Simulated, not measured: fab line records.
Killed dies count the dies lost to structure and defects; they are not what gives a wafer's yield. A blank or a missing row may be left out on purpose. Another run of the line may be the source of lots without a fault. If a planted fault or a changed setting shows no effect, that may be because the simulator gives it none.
Matching of chambers -- flow gf180mcu -- 4 sister chambers for GF_CONTACT_ETCH_16 on rie diel-04
The step etches BARC in N2/H2. 8 wafers are shown with their chamber, then 9 later ones without.

== EACH WAFER AND ITS CHAMBER ==
wafer,chamber,oes product au (a.u.),throttle valve pct (%)
L506.3,2,0.861,13.222
L509.3,1,0.855,13.224
L511.2,3,0.857,13.210
L511.5,3,0.851,13.238
L511.6,0,0.859,13.223
L521.2,2,0.858,13.235
L521.5,0,0.853,13.227
L521.6,1,0.857,13.227

== WAFERS WITHOUT THEIR CHAMBER ==
wafer,oes product au (a.u.),throttle valve pct (%)
L524.1,0.856,13.217
L524.2,0.861,13.230
L524.6,0.869,13.224
L525.3,0.850,13.231
L525.4,0.851,13.216
L525.5,0.856,13.223
L526.2,0.855,13.240
L526.4,0.872,13.227
L526.6,0.857,13.208

== THE CHAMBER EACH PASSED THROUGH ==
wafer,from the rows above,in truth
L524.1,can't be placed: 0 or 1 or 3 or 2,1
L524.2,can't be placed: 2 or 1 or 0 or 3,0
L524.6,can't be placed: 2 or 0 or 1 or 3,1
L525.3,can't be placed: 3 or 1 or 0 or 2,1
L525.4,can't be placed: 3 or 0 or 1 or 2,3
L525.5,can't be placed: 0 or 1 or 3 or 2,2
L526.2,can't be placed: 1 or 0 or 3 or 2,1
L526.4,can't be placed: 2 or 1 or 0 or 3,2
L526.6,can't be placed: 0 or 1 or 3 or 2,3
Correctly placed: 0 of 9. Unplaceable from these rows: 9, with the true chamber sitting among the candidates in 9. Wrongly placed: 0.
How it was worked out, from the rows above alone: a wafer's distance from a chamber is the root of the sum, over the readings, of the square of ((its reading less the chamber's mean) divided by the reading's scatter). The wafer belongs to the nearest chamber; if the next one is less than 2 further off, it can't be placed. Each chamber's mean is taken over the wafers shown for it. The scatter: the root of (the sum of the squares of (reading less its chamber's mean) over the shown wafers, divided by (wafers less chambers)).
